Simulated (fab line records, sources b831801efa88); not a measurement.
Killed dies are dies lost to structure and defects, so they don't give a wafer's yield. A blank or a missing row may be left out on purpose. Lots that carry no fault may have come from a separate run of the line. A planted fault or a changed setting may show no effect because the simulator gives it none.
Which tool was responsible? -- flow gf180mcu -- 6 lots with 17 wafers sampled at 3 steps, on a route of 602 steps

== WHAT THE GAUGES READ, wafer by wafer ==
GF_HV_LDD_OVL_MEAS_08.
lot,measured,on,HV_LDD_OVL (nm)
L586,day 10 14:20,overlay-01,-1.6 -0.2 -0.8
L588,day 11 05:47,overlay-02,-0.9 -0.4 -0.4
L593,day 12 19:33,overlay-01,0.6 -0.4 -0.1
L598,day 14 07:00,overlay-02,1.7 -0.4
L602,day 15 10:41,overlay-02,-0.8 2.0 3.1
L604,day 16 07:47,overlay-02,-2.0 0.8 -0.5

== WHAT TOOL EACH LOT RAN ON (gives the tool, then ch and the chambers of the sampled wafers, and finally the start) ==
lot,GF_DUAL_GATE_COAT_06,GF_DUAL_GATE_STRIP_13
L586,"litho track-04 ch 0, day 8 14:43","plasma asher-02 ch 0,1, day 8 23:20"
L588,"litho track-03 ch 0, day 9 03:19","plasma asher-02 ch 0, day 9 11:47"
L593,"litho track-03 ch 0, day 10 13:25","plasma asher-02 ch 0,1, day 10 23:28"
L598,"litho track-03 ch 0, day 11 23:01","plasma asher-02 ch 0, day 12 09:10"
L602,"litho track-04 ch 0, day 13 00:40","plasma asher-02 ch 0,1, day 13 10:56"
L604,"litho track-01 ch 0, day 13 18:22","plasma asher-02 ch 0,1, day 14 05:23"
- GF_DUAL_GATE_COAT_06: resist thk 1000 nm.
- GF_DUAL_GATE_STRIP_13: strips in O2/N2.

== THE ANSWER, worked out from the rows above alone ==
Rule: what is usual is taken from the lots themselves. The widest of any qualifying gaps counts: lots, ordered by their means at a reading, are off when they make up no more than a third of the lots, leave a main group of 4 or more, and stand apart from it by 3 or more times the standard deviation of that group's means. Not used: any main group whose means are identical at the precision the tables above print for the reading. Also off: a lot with no number at a reading for which 4 or more lots have one. Any other lot the step has rows for is counted as sound.
No lot is off at any reading shown: from this, nothing can be told.

== WHAT WAS PUT IN BY THE SIMULATOR ==
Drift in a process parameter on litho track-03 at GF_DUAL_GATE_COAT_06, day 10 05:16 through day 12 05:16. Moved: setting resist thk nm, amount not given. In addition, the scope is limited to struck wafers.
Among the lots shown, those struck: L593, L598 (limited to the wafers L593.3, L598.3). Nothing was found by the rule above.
